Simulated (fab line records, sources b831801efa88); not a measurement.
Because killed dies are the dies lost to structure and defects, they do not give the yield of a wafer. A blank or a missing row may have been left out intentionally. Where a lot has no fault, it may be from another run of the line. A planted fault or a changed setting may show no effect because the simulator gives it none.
fab line records | flow gf180mcu
record: lots: 5 | wafers: 15 | lastDay: 35
route steps=602 shown NWELL@48 LVPWELL@54 MVSD@66
lots that met no fault: from a run of the same line without faults
startH: hours from the record's opening day to when the first of the lot's shown wafers began | waitH: hours elapsed since this lot's preceding step | " same as the row above | L1.1+2: several wafers, shown together as one row | - no value present, or no start provided | * or withheld: withheld | < > ~ a bound
route shown NAME@n: NAME is a module with steps in the file, n the number in the route of the first one | usual: mean and standard deviation over wafers with no fault | same: alike in all rows | chamber/n: place in a boat | sites: each site's reading | _std_site: how widely they spread, as a standard deviation | _edge_site: mean of outer sites minus mean of inner sites | radiusMm: for every site, how far away it sits from the centre of the wafer | mask NAME#n: copy n | behind: the tool/chamber that last shaped the wafer | hold: the reason the lot was held/the length of the hold in hours/how it ended | device: whichever transistor did not switch (one of n, p or np) | end of line: the route-end tests of the same wafers | where a step has no rows: the recipe by itself | killed: dies lost to structure and defects at the first sort, not the wafer's yield | map: per-die view of a wafer (x killed, . not killed, _ where there is no die)
set.NAME: the setting that was run; set.NAME@STEP: the one run at that earlier step | model.NAME: the simulator's own value behind a step, which no gauge read
lots seen at some steps along the route; tables by step, rows by wafer
services: from which hour (startH, from the record's first day; less than 0 if before it) a tool's chamber was out of use, for how many hours, and why
== steps ==
step: GF_NWELL_DEVELOP_06
recipe: wallAngleDeg: 90 | developTimeS: 60 | devTempC: 23
usual: developerTempC: 22.99/0.1 | resistLineTempC: 22.98/0.12
lot.wafer | tool          | chamber | startH | waitH | developerTempC | resistLineTempC
L075.1    | lithoTrack-02 | 0       | -      | -     | 22.98          | 22.81
L075.3    | "             | 0       | "      | "     | 22.89          | 22.87
L075.5    | "             | 0       | "      | "     | 22.90          | 22.79
L087.2    | lithoTrack-01 | 0       | -      | -     | 22.98          | 23.02
L087.3    | "             | 0       | "      | "     | 23.00          | 22.87
L087.4    | "             | 0       | "      | "     | 22.85          | 22.85
L092.3    | lithoTrack-02 | 0       | -      | -     | 22.79          | 23.21
L092.5    | "             | 0       | "      | "     | 22.80          | 22.97
L092.6    | "             | 0       | "      | "     | 22.81          | 23.01
L095.1    | lithoTrack-01 | 0       | -      | -     | 23.09          | 23.02
L095.3    | "             | 0       | "      | "     | 23.18          | 23.04
L095.4    | "             | 0       | "      | "     | 23.11          | 23.14
L097.1    | lithoTrack-02 | 0       | -      | -     | 23.02          | 23.08
L097.2    | "             | 0       | "      | "     | 23.14          | 22.94
L097.4    | "             | 0       | "      | "     | 22.97          | 23.06
step: GF_NWELL_OVL_MEAS_07
usual: NWELL_OVL: -0.3/1.3
lot.wafer | tool       | chamber | startH | waitH | NWELL_OVL[nm]
L075.1    | overlay-02 | -       | 61.90  | -     | -0.1
L075.3    | "          | -       | "      | "     | -0.1
L075.5    | "          | -       | "      | "     | -1.1
L087.2    | overlay-01 | -       | 127.77 | -     | 0.1
L087.3    | "          | -       | "      | "     | 0.5
L087.4    | "          | -       | "      | "     | 0.4
L092.3    | overlay-02 | -       | 156.56 | -     | 0.0
L092.5    | "          | -       | "      | "     | -0.1
L092.6    | "          | -       | "      | "     | 1.4
L095.1    | overlay-01 | -       | 171.42 | -     | 0.8
L095.3    | "          | -       | "      | "     | 0.6
L095.4    | "          | -       | "      | "     | 4.4
L097.1    | overlay-02 | -       | 183.60 | -     | -0.8
L097.2    | "          | -       | "      | "     | 0.6
L097.4    | "          | -       | "      | "     | 0.9
step: GF_NWELL_IMPLANT_08
recipe: species: P | energyKev: 450 | doseCm2: 1.5e+13 | tiltDeg: 0
usual: tiltDeg: 0.002/0.02
lot.wafer | tool         | chamber | startH | waitH | tiltDeg
L075.1    | implanter-02 | 0       | 61.93  | 0.0   | 0.021
L075.3    | "            | 0       | "      | "     | 0.011
L075.5    | "            | 0       | "      | "     | 0.030
L087.2    | implanter-04 | 0       | 127.83 | 0.0   | 0.001
L087.3    | "            | 0       | "      | "     | 0.002
L087.4    | "            | 0       | "      | "     | -0.004
L092.3    | implanter-04 | 0       | 156.63 | 0.1   | 0.033
L092.5    | "            | 0       | "      | "     | 0.019
L092.6    | "            | 0       | "      | "     | -0.009
L095.1    | implanter-03 | 0       | 171.45 | 0.0   | 0.004
L095.3    | "            | 0       | "      | "     | -0.005
L095.4    | "            | 0       | "      | "     | 0.001
L097.1    | implanter-04 | 0       | 183.63 | 0.0   | 0.015
L097.2    | "            | 0       | "      | "     | -0.004
L097.4    | "            | 0       | "      | "     | 0.020
step: GF_NWELL_IMPLANT_09
recipe: species: P | energyKev: 160 | doseCm2: 4e+12 | tiltDeg: 0
usual: tiltDeg: 0.001/0.025
lot.wafer | tool         | chamber | startH | waitH | tiltDeg
L075.1    | implanter-02 | 0       | 62.08  | 0.1   | 0.010
L075.3    | "            | 0       | "      | "     | 0.019
L075.5    | "            | 0       | "      | "     | 0.019
L087.2    | implanter-04 | 0       | 127.98 | 0.1   | -0.024
L087.3    | "            | 0       | "      | "     | -0.008
L087.4    | "            | 0       | "      | "     | -0.049
L092.3    | implanter-04 | 0       | 156.78 | 0.1   | 0.021
L092.5    | "            | 0       | "      | "     | 0.004
L092.6    | "            | 0       | "      | "     | 0.036
L095.1    | implanter-03 | 0       | 171.60 | 0.1   | 0.062
L095.3    | "            | 0       | "      | "     | 0.035
L095.4    | "            | 0       | "      | "     | 0.031
L097.1    | implanter-04 | 0       | 183.78 | 0.1   | -0.029
L097.2    | "            | 0       | "      | "     | -0.058
L097.4    | "            | 0       | "      | "     | -0.060
step: GF_NWELL_STRIP_10
recipe: chemistry: O2/N2 | powerW: 1400 | pressureMtorr: 1500 | platenTempC: 250 | o2FlowSccm: 3000 | n2FlowSccm: 300 | overashFraction: 0.5
usual: drypumpMotorCurrentA: 5.4/0.49 | heaterPowerW: 322/28 | o2FlowSccm: 3000/9.5 | oesProductAu: 0.722/0.004 | stripTimeToEndpointS: 36.98/0.1
lot.wafer | tool           | chamber | startH | waitH | drypumpMotorCurrentA | heaterPowerW | o2FlowSccm | oesProductAu | rfHoursCounterH | stripTimeToEndpointS
L075.1    | plasmaAsher-02 | 1       | 62.23  | 0.1   | 5.4                  | 362          | 2998       | 0.715        | 41              | 36.83
L075.3    | "              | 0       | "      | "     | 4.7                  | 284          | 2999       | 0.715        | -               | 36.92
L075.5    | "              | 0       | "      | "     | 4.7                  | 296          | 2999       | 0.720        | -               | 36.81
L087.2    | plasmaAsher-03 | 1       | 128.10 | 0.1   | 5.7                  | 288          | 3017       | 0.724        | 0               | 36.93
L087.3    | "              | 1       | "      | "     | 5.7                  | 299          | 3014       | 0.725        | -               | 36.90
L087.4    | "              | 0       | "      | "     | 5.2                  | 335          | 2991       | 0.730        | -               | 36.94
L092.3    | plasmaAsher-02 | 1       | 156.92 | 0.1   | 5.5                  | 368          | 2994       | 0.729        | -               | 37.02
L092.5    | "              | 0       | "      | "     | 4.7                  | 288          | 2996       | 0.721        | -               | 37.09
L092.6    | "              | 1       | "      | "     | 5.5                  | 372          | 2994       | 0.724        | -               | 37.10
L095.1    | plasmaAsher-02 | 0       | 171.75 | 0.1   | 4.7                  | 299          | 3011       | 0.726        | 53              | 36.97
L095.3    | "              | 0       | "      | "     | 4.7                  | 293          | 3021       | 0.722        | -               | 36.99
L095.4    | "              | 1       | "      | "     | 5.4                  | 375          | 3003       | 0.720        | -               | 37.06
L097.1    | plasmaAsher-03 | 0       | 183.93 | 0.1   | 5.1                  | 334          | 3003       | 0.725        | 6               | 37.14
L097.2    | "              | 1       | "      | "     | 5.6                  | 295          | 3014       | 0.729        | 6               | 37.24
L097.4    | "              | 0       | "      | "     | 5.2                  | 324          | 3000       | 0.724        | -               | 37.24
step: GF_NWELL_TW_MEAS_11
usual: NWELL_TW: 1570/18
lot.wafer | tool         | chamber | startH | waitH | NWELL_TW
L075.1    | filmMetro-01 | -       | 62.33  | 0.1   | 1579
L075.3    | "            | -       | "      | "     | 1576
L075.5    | "            | -       | "      | "     | 1578
L087.2    | filmMetro-02 | -       | 128.21 | 0.1   | 1589
L087.3    | "            | -       | "      | "     | 1581
L087.4    | "            | -       | "      | "     | 1588
L092.3    | filmMetro-02 | -       | 157.00 | 0.1   | 1585
L092.5    | "            | -       | "      | "     | 1582
L092.6    | "            | -       | "      | "     | 1577
L095.1    | filmMetro-04 | -       | 171.85 | 0.1   | 1542
L095.3    | "            | -       | "      | "     | 1534
L095.4    | "            | -       | "      | "     | 1545
L097.1    | filmMetro-01 | -       | 184.03 | 0.1   | 1576
L097.2    | "            | -       | "      | "     | 1583
L097.4    | "            | -       | "      | "     | 1589
step: GF_LVPWELL_DEHYDRATE_00
recipe: tempC: 200 | timeS: 60
usual: resistLineTempC: 23.00/0.12
lot.wafer | tool          | chamber | startH | waitH | resistLineTempC
L075.1    | lithoTrack-02 | 0       | 68.55  | 6.2   | 23.10
L075.3    | "             | 0       | "      | "     | 22.99
L075.5    | "             | 0       | "      | "     | 23.05
L087.2    | lithoTrack-01 | 0       | 134.99 | 6.8   | 23.02
L087.3    | "             | 0       | "      | "     | 23.02
L087.4    | "             | 0       | "      | "     | 22.93
L092.3    | lithoTrack-04 | 0       | 164.11 | 7.1   | 22.85
L092.5    | "             | 0       | "      | "     | 22.68
L092.6    | "             | 0       | "      | "     | 22.93
L095.1    | lithoTrack-02 | 0       | 179.70 | 7.8   | 23.15
L095.3    | "             | 0       | "      | "     | 23.14
L095.4    | "             | 0       | "      | "     | 23.33
L097.1    | lithoTrack-01 | 0       | 191.92 | 7.9   | 22.98
L097.2    | "             | 0       | "      | "     | 22.99
L097.4    | "             | 0       | "      | "     | 23.16
step: GF_LVPWELL_HMDS_01
recipe: primeTimeS: 60 | primeTempC: 120
usual: resistLineTempC: 23.02/0.098
lot.wafer | tool          | chamber | startH | waitH | resistLineTempC
L075.1    | lithoTrack-02 | 0       | 68.70  | 0.1   | 23.17
L075.3    | "             | 0       | "      | "     | 23.11
L075.5    | "             | 0       | "      | "     | 23.08
L087.2    | lithoTrack-01 | 0       | 135.14 | 0.1   | 22.93
L087.3    | "             | 0       | "      | "     | 23.04
L087.4    | "             | 0       | "      | "     | 22.98
L092.3    | lithoTrack-04 | 0       | 164.26 | 0.1   | 22.84
L092.5    | "             | 0       | "      | "     | 22.90
L092.6    | "             | 0       | "      | "     | 22.94
L095.1    | lithoTrack-02 | 0       | 179.85 | 0.1   | 23.00
L095.3    | "             | 0       | "      | "     | 22.98
L095.4    | "             | 0       | "      | "     | 23.10
L097.1    | lithoTrack-01 | 0       | 192.07 | 0.1   | 22.83
L097.2    | "             | 0       | "      | "     | 23.12
L097.4    | "             | 0       | "      | "     | 23.20
step: GF_LVPWELL_COAT_02
recipe: spinRpm: 2000 | resistThkNm: 3000
usual: resistLineTempC: 23.00/0.12 | spinSpeedRpm: 2000.1/1.3
lot.wafer | tool          | chamber | startH | waitH | resistLineTempC | spinSpeedRpm
L075.1    | lithoTrack-02 | 0       | 68.85  | 0.1   | 22.98           | 1997.8
L075.3    | "             | 0       | "      | "     | 22.95           | 1997.1
L075.5    | "             | 0       | "      | "     | 22.96           | 2001.3
L087.2    | lithoTrack-01 | 0       | 135.29 | 0.1   | 22.98           | 2001.6
L087.3    | "             | 0       | "      | "     | 22.84           | 2000.4
L087.4    | "             | 0       | "      | "     | 23.00           | 2000.4
L092.3    | lithoTrack-04 | 0       | 164.41 | 0.1   | 23.00           | 2000.5
L092.5    | "             | 0       | "      | "     | 22.91           | 1999.7
L092.6    | "             | 0       | "      | "     | 23.13           | 1999.8
L095.1    | lithoTrack-02 | 0       | 180.00 | 0.1   | 23.29           | 2001.2
L095.3    | "             | 0       | "      | "     | 23.20           | 2000.1
L095.4    | "             | 0       | "      | "     | 23.17           | 1999.7
L097.1    | lithoTrack-01 | 0       | 192.22 | 0.1   | 23.17           | 1999.8
L097.2    | "             | 0       | "      | "     | 23.07           | 2001.6
L097.4    | "             | 0       | "      | "     | 22.96           | 2001.4
step: GF_LVPWELL_SOFTBAKE_03
recipe: tempC: 110 | timeS: withheld
usual: resistLineTempC: 23.03/0.11
lot.wafer | tool          | chamber | startH | waitH | resistLineTempC
L075.1    | lithoTrack-02 | 0       | 69.00  | 0.1   | 22.92
L075.3    | "             | 0       | "      | "     | 23.02
L075.5    | "             | 0       | "      | "     | 22.81
L087.2    | lithoTrack-01 | 0       | 135.45 | 0.1   | 23.00
L087.3    | "             | 0       | "      | "     | 23.09
L087.4    | "             | 0       | "      | "     | 23.06
L092.3    | lithoTrack-04 | 0       | 164.58 | 0.1   | 22.97
L092.5    | "             | 0       | "      | "     | 23.07
L092.6    | "             | 0       | "      | "     | 23.04
L095.1    | lithoTrack-02 | 0       | 180.15 | 0.1   | 23.05
L095.3    | "             | 0       | "      | "     | 23.06
L095.4    | "             | 0       | "      | "     | 22.91
L097.1    | lithoTrack-01 | 0       | 192.37 | 0.1   | 22.94
L097.2    | "             | 0       | "      | "     | 23.09
L097.4    | "             | 0       | "      | "     | 22.86
step: GF_LVPWELL_EXPOSE_04
recipe: maskId: LVPWELL | targetCdNm: 600 | na: 0.6 | sourceShape: conventional | sigmaOuter: 0.6 | doseMj: 260
lot.wafer  | tool            | chamber | startH | waitH | mask
L075.1+3+5 | ilineStepper-02 | 0       | -      | -     | LVPWELL#0
L087.2+3+4 | ilineStepper-02 | 0       | -      | -     | LVPWELL#0
L092.3+5+6 | ilineStepper-01 | 0       | -      | -     | LVPWELL#0
L095.1+3+4 | ilineStepper-02 | 0       | -      | -     | LVPWELL#0
L097.1+2+4 | ilineStepper-01 | 0       | -      | -     | LVPWELL#0
step: GF_LVPWELL_PEB_05
recipe: tempC: 115 | timeS: withheld
usual: resistLineTempC: 23.00/0.11
lot.wafer | tool          | chamber | startH | waitH | resistLineTempC
L075.1    | lithoTrack-04 | 0       | -      | -     | 22.88
L075.3    | "             | 0       | "      | "     | 22.96
L075.5    | "             | 0       | "      | "     | 22.97
L087.2    | lithoTrack-01 | 0       | -      | -     | 23.01
L087.3    | "             | 0       | "      | "     | 22.95
L087.4    | "             | 0       | "      | "     | 22.96
L092.3    | lithoTrack-01 | 0       | -      | -     | 22.96
L092.5    | "             | 0       | "      | "     | 22.90
L092.6    | "             | 0       | "      | "     | 22.85
L095.1    | lithoTrack-04 | 0       | -      | -     | 23.10
L095.3    | "             | 0       | "      | "     | 22.97
L095.4    | "             | 0       | "      | "     | 23.01
L097.1    | lithoTrack-02 | 0       | -      | -     | 23.15
L097.2    | "             | 0       | "      | "     | 23.19
L097.4    | "             | 0       | "      | "     | 23.08
step: GF_LVPWELL_DEVELOP_06
recipe: wallAngleDeg: 90 | developTimeS: 60 | devTempC: 23
usual: developerTempC: 23.01/0.095 | resistLineTempC: 23.00/0.1
lot.wafer | tool          | chamber | startH | waitH | developerTempC | resistLineTempC
L075.1    | lithoTrack-04 | 0       | -      | -     | 23.07          | 23.02
L075.3    | "             | 0       | "      | "     | 22.96          | 23.02
L075.5    | "             | 0       | "      | "     | 22.84          | 23.04
L087.2    | lithoTrack-01 | 0       | -      | -     | 22.98          | 22.95
L087.3    | "             | 0       | "      | "     | 23.10          | 23.11
L087.4    | "             | 0       | "      | "     | 22.96          | 23.05
L092.3    | lithoTrack-01 | 0       | -      | -     | 22.96          | 22.92
L092.5    | "             | 0       | "      | "     | 23.02          | 22.99
L092.6    | "             | 0       | "      | "     | 23.08          | 23.00
L095.1    | lithoTrack-04 | 0       | -      | -     | 22.92          | 23.06
L095.3    | "             | 0       | "      | "     | 22.97          | 22.82
L095.4    | "             | 0       | "      | "     | 22.97          | 22.79
L097.1    | lithoTrack-02 | 0       | -      | -     | 22.94          | 22.99
L097.2    | "             | 0       | "      | "     | 22.80          | 23.05
L097.4    | "             | 0       | "      | "     | 22.85          | 23.00
step: GF_LVPWELL_OVL_MEAS_07
usual: LVPWELL_OVL: 0.7/1.2
lot.wafer | tool       | chamber | startH | waitH | LVPWELL_OVL[nm]
L075.1    | overlay-02 | -       | 75.17  | -     | -0.1
L075.3    | "          | -       | "      | "     | 0.1
L075.5    | "          | -       | "      | "     | 0.0
L087.2    | overlay-02 | -       | 142.92 | -     | 2.5
L087.3    | "          | -       | "      | "     | 2.6
L087.4    | "          | -       | "      | "     | 2.9
L092.3    | overlay-01 | -       | 173.08 | -     | -0.1
L092.5    | "          | -       | "      | "     | -0.4
L092.6    | "          | -       | "      | "     | -0.1
L095.1    | overlay-01 | -       | 188.71 | -     | 0.0
L095.3    | "          | -       | "      | "     | 2.5
L095.4    | "          | -       | "      | "     | -0.2
L097.1    | overlay-01 | -       | 200.35 | -     | -0.9
L097.2    | "          | -       | "      | "     | 1.0
L097.4    | "          | -       | "      | "     | 1.1
step: GF_LVPWELL_IMPLANT_08
recipe: species: B | energyKev: 170 | doseCm2: 1.5e+13 | tiltDeg: 0
usual: tiltDeg: 0.002/0.018
lot.wafer | tool         | chamber | startH | waitH | tiltDeg
L075.1    | implanter-03 | 0       | 75.20  | 0.0   | -0.006
L075.3    | "            | 0       | "      | "     | -0.007
L075.5    | "            | 0       | "      | "     | -0.038
L087.2    | implanter-02 | 0       | 142.98 | 0.0   | -0.031
L087.3    | "            | 0       | "      | "     | -0.013
L087.4    | "            | 0       | "      | "     | -0.018
L092.3    | implanter-03 | 0       | 173.15 | 0.1   | -0.002
L092.5    | "            | 0       | "      | "     | 0.028
L092.6    | "            | 0       | "      | "     | 0.013
L095.1    | implanter-03 | 0       | 188.75 | 0.0   | 0.038
L095.3    | "            | 0       | "      | "     | 0.042
L095.4    | "            | 0       | "      | "     | 0.027
L097.1    | implanter-01 | 0       | 200.38 | 0.0   | 0.004
L097.2    | "            | 0       | "      | "     | 0.008
L097.4    | "            | 0       | "      | "     | 0.006
step: GF_LVPWELL_IMPLANT_09
recipe: species: B | energyKev: 60 | doseCm2: 5e+12 | tiltDeg: 0
usual: tiltDeg: 0.004/0.017
lot.wafer | tool         | chamber | startH | waitH | tiltDeg
L075.1    | implanter-03 | 0       | 75.35  | 0.1   | 0.032
L075.3    | "            | 0       | "      | "     | 0.016
L075.5    | "            | 0       | "      | "     | 0.022
L087.2    | implanter-02 | 0       | 143.13 | 0.1   | -0.026
L087.3    | "            | 0       | "      | "     | 0.008
L087.4    | "            | 0       | "      | "     | -0.016
L092.3    | implanter-03 | 0       | 173.30 | 0.1   | 0.024
L092.5    | "            | 0       | "      | "     | 0.002
L092.6    | "            | 0       | "      | "     | -0.033
L095.1    | implanter-03 | 0       | 188.90 | 0.1   | 0.008
L095.3    | "            | 0       | "      | "     | 0.012
L095.4    | "            | 0       | "      | "     | 0.011
L097.1    | implanter-01 | 0       | 200.53 | 0.1   | 0.019
L097.2    | "            | 0       | "      | "     | 0.021
L097.4    | "            | 0       | "      | "     | 0.030
step: GF_LVPWELL_STRIP_10
recipe: chemistry: O2/N2 | powerW: 1400 | pressureMtorr: 1500 | platenTempC: 250 | o2FlowSccm: 3000 | n2FlowSccm: 300 | overashFraction: 0.5
usual: drypumpMotorCurrentA: 5.3/0.42 | heaterPowerW: 326/30 | o2FlowSccm: 3000/9.5 | oesProductAu: 0.722/0.0045 | stripTimeToEndpointS: 37.01/0.098
lot.wafer | tool           | chamber | startH | waitH | drypumpMotorCurrentA | heaterPowerW | o2FlowSccm | oesProductAu | rfHoursCounterH | stripTimeToEndpointS
L075.1    | plasmaAsher-03 | 0       | 75.50  | 0.1   | 5.1                  | 321          | 2977       | 0.721        | 44              | 36.96
L075.3    | "              | 1       | "      | "     | 5.7                  | 303          | 3004       | 0.723        | -               | 36.97
L075.5    | "              | 0       | "      | "     | 5.2                  | 319          | 2996       | 0.721        | -               | 36.96
L087.2    | plasmaAsher-03 | 1       | 143.25 | 0.1   | 5.6                  | 295          | 2992       | 0.713        | 2               | 36.83
L087.3    | "              | 1       | "      | "     | 5.6                  | 297          | 3000       | 0.718        | -               | 36.85
L087.4    | "              | 0       | "      | "     | 5.2                  | 333          | 3007       | 0.722        | -               | 36.93
L092.3    | plasmaAsher-03 | 0       | 173.44 | 0.1   | 5.2                  | 332          | 3008       | 0.722        | -               | 36.94
L092.5    | "              | 1       | "      | "     | 5.7                  | 291          | 3012       | 0.726        | -               | 37.00
L092.6    | "              | 0       | "      | "     | 5.2                  | 322          | 3018       | 0.717        | -               | 36.92
L095.1    | plasmaAsher-02 | 0       | 189.05 | 0.1   | 4.7                  | 299          | 3001       | 0.714        | 55              | 37.17
L095.3    | "              | 0       | "      | "     | 4.7                  | 293          | 3003       | 0.720        | -               | 37.19
L095.4    | "              | 1       | "      | "     | 5.4                  | 373          | 2997       | 0.725        | -               | 37.15
L097.1    | plasmaAsher-02 | 1       | 200.68 | 0.1   | 5.5                  | 361          | 2999       | 0.721        | 56              | 37.17
L097.2    | "              | 0       | "      | "     | 4.7                  | 294          | 2997       | 0.717        | 56              | 37.05
L097.4    | "              | 0       | "      | "     | 4.7                  | 288          | 2993       | 0.729        | -               | 37.04
step: GF_LVPWELL_TW_MEAS_11
usual: LVPWELL_TW: 559/6.1
lot.wafer | tool         | chamber | startH | waitH | LVPWELL_TW
L075.1    | filmMetro-01 | -       | 75.60  | 0.1   | 564
L075.3    | "            | -       | "      | "     | 561
L075.5    | "            | -       | "      | "     | 562
L087.2    | filmMetro-02 | -       | 143.36 | 0.1   | 563
L087.3    | "            | -       | "      | "     | 562
L087.4    | "            | -       | "      | "     | 564
L092.3    | filmMetro-01 | -       | 173.52 | 0.1   | 563
L092.5    | "            | -       | "      | "     | 564
L092.6    | "            | -       | "      | "     | 567
L095.1    | filmMetro-04 | -       | 189.15 | 0.1   | 550
L095.3    | "            | -       | "      | "     | 551
L095.4    | "            | -       | "      | "     | 547
L097.1    | filmMetro-02 | -       | 200.78 | 0.1   | 568
L097.2    | "            | -       | "      | "     | 566
L097.4    | "            | -       | "      | "     | 567
step: GF_MVSD_DEHYDRATE_00
recipe: tempC: 200 | timeS: 60
usual: resistLineTempC: 23.01/0.1
lot.wafer | tool          | chamber | startH | waitH | resistLineTempC
L075.1    | lithoTrack-02 | 0       | 82.10  | 6.5   | 23.05
L075.3    | "             | 0       | "      | "     | 22.93
L075.5    | "             | 0       | "      | "     | 22.92
L087.2    | lithoTrack-02 | 0       | 151.17 | 7.8   | 22.95
L087.3    | "             | 0       | "      | "     | 22.98
L087.4    | "             | 0       | "      | "     | 23.15
L092.3    | lithoTrack-04 | 0       | 180.81 | 7.3   | 23.24
L092.5    | "             | 0       | "      | "     | 22.95
L092.6    | "             | 0       | "      | "     | 23.06
L095.1    | lithoTrack-03 | 0       | 196.75 | 7.6   | 23.07
L095.3    | "             | 0       | "      | "     | 23.07
L095.4    | "             | 0       | "      | "     | 23.04
L097.1    | lithoTrack-04 | 0       | 209.66 | 8.9   | 22.96
L097.2    | "             | 0       | "      | "     | 22.98
L097.4    | "             | 0       | "      | "     | 23.04
step: GF_MVSD_HMDS_01
recipe: primeTimeS: 60 | primeTempC: 120
usual: resistLineTempC: 22.99/0.1
lot.wafer | tool          | chamber | startH | waitH | resistLineTempC
L075.1    | lithoTrack-02 | 0       | 82.25  | 0.1   | 22.97
L075.3    | "             | 0       | "      | "     | 23.07
L075.5    | "             | 0       | "      | "     | 23.10
L087.2    | lithoTrack-02 | 0       | 151.32 | 0.1   | 22.93
L087.3    | "             | 0       | "      | "     | 23.12
L087.4    | "             | 0       | "      | "     | 22.99
L092.3    | lithoTrack-04 | 0       | 180.96 | 0.1   | 22.89
L092.5    | "             | 0       | "      | "     | 23.08
L092.6    | "             | 0       | "      | "     | 22.87
L095.1    | lithoTrack-03 | 0       | 196.90 | 0.1   | 23.12
L095.3    | "             | 0       | "      | "     | 23.00
L095.4    | "             | 0       | "      | "     | 23.14
L097.1    | lithoTrack-04 | 0       | 209.81 | 0.1   | 23.01
L097.2    | "             | 0       | "      | "     | 22.96
L097.4    | "             | 0       | "      | "     | 22.94
step: GF_MVSD_COAT_02
recipe: spinRpm: 2000 | resistThkNm: 3000
usual: resistLineTempC: 23.01/0.11 | spinSpeedRpm: 2000.2/1.1
lot.wafer | tool          | chamber | startH | waitH | resistLineTempC | spinSpeedRpm
L075.1    | lithoTrack-02 | 0       | 82.40  | 0.1   | 23.11           | 1998.1
L075.3    | "             | 0       | "      | "     | 23.06           | 1999.0
L075.5    | "             | 0       | "      | "     | 22.94           | 1998.8
L087.2    | lithoTrack-02 | 0       | 151.47 | 0.1   | 22.99           | 2000.4
L087.3    | "             | 0       | "      | "     | 22.92           | 2000.4
L087.4    | "             | 0       | "      | "     | 22.83           | 1998.7
L092.3    | lithoTrack-04 | 0       | 181.11 | 0.1   | 22.92           | 2000.6
L092.5    | "             | 0       | "      | "     | 23.00           | 2000.6
L092.6    | "             | 0       | "      | "     | 22.95           | 1999.9
L095.1    | lithoTrack-03 | 0       | 197.05 | 0.1   | 23.01           | 1999.1
L095.3    | "             | 0       | "      | "     | 23.11           | 1999.4
L095.4    | "             | 0       | "      | "     | 22.96           | 2000.1
L097.1    | lithoTrack-04 | 0       | 209.96 | 0.1   | 22.95           | 1998.4
L097.2    | "             | 0       | "      | "     | 23.06           | 1999.2
L097.4    | "             | 0       | "      | "     | 22.98           | 2000.0
step: GF_MVSD_SOFTBAKE_03
recipe: tempC: 110 | timeS: withheld
usual: resistLineTempC: 23.00/0.1
lot.wafer | tool          | chamber | startH | waitH | resistLineTempC
L075.1    | lithoTrack-02 | 0       | 82.55  | 0.1   | 23.00
L075.3    | "             | 0       | "      | "     | 22.87
L075.5    | "             | 0       | "      | "     | 22.92
L087.2    | lithoTrack-02 | 0       | 151.63 | 0.1   | 22.92
L087.3    | "             | 0       | "      | "     | 23.19
L087.4    | "             | 0       | "      | "     | 23.03
L092.3    | lithoTrack-04 | 0       | 181.28 | 0.1   | 23.10
L092.5    | "             | 0       | "      | "     | 22.97
L092.6    | "             | 0       | "      | "     | 22.90
L095.1    | lithoTrack-03 | 0       | 197.20 | 0.1   | 22.90
L095.3    | "             | 0       | "      | "     | 23.21
L095.4    | "             | 0       | "      | "     | 23.07
L097.1    | lithoTrack-04 | 0       | 210.11 | 0.1   | 22.95
L097.2    | "             | 0       | "      | "     | 22.98
L097.4    | "             | 0       | "      | "     | 22.94
== services ==
tool            | chamber | startH | hours | kind
implanter-02    | -       | 76.42  | 1.4   | repair
implanter-03    | -       | 76.72  | 5.4   | pm
implanter-04    | -       | 85.00  | 3.2   | repair
plasmaAsher-03  | -       | 108.75 | 9.0   | pm
plasmaAsher-03  | 0       | 108.75 | 9.0   | ventCycle
plasmaAsher-03  | 1       | 108.75 | 9.0   | ventCycle
plasmaAsher-03  | 0       | 117.75 | -     | clean
plasmaAsher-03  | 1       | 117.75 | -     | clean
plasmaAsher-03  | -       | 120.32 | 7.0   | pm
implanter-03    | -       | 132.94 | 2.1   | pm
implanter-04    | -       | 156.98 | 3.9   | pm
implanter-04    | -       | 174.15 | 1.4   | repair
ilineStepper-01 | -       | 187.68 | 2.6   | repair
implanter-01    | -       | 190.79 | 0.9   | repair
ilineStepper-01 | 0       | 196.68 | -     | calibration
implanter-04    | -       | 199.52 | 3.0   | repair
implanter-01    | -       | 206.57 | 4.2   | pm
implanter-02    | -       | 206.84 | 12.8  | pm
== key ==
fault none
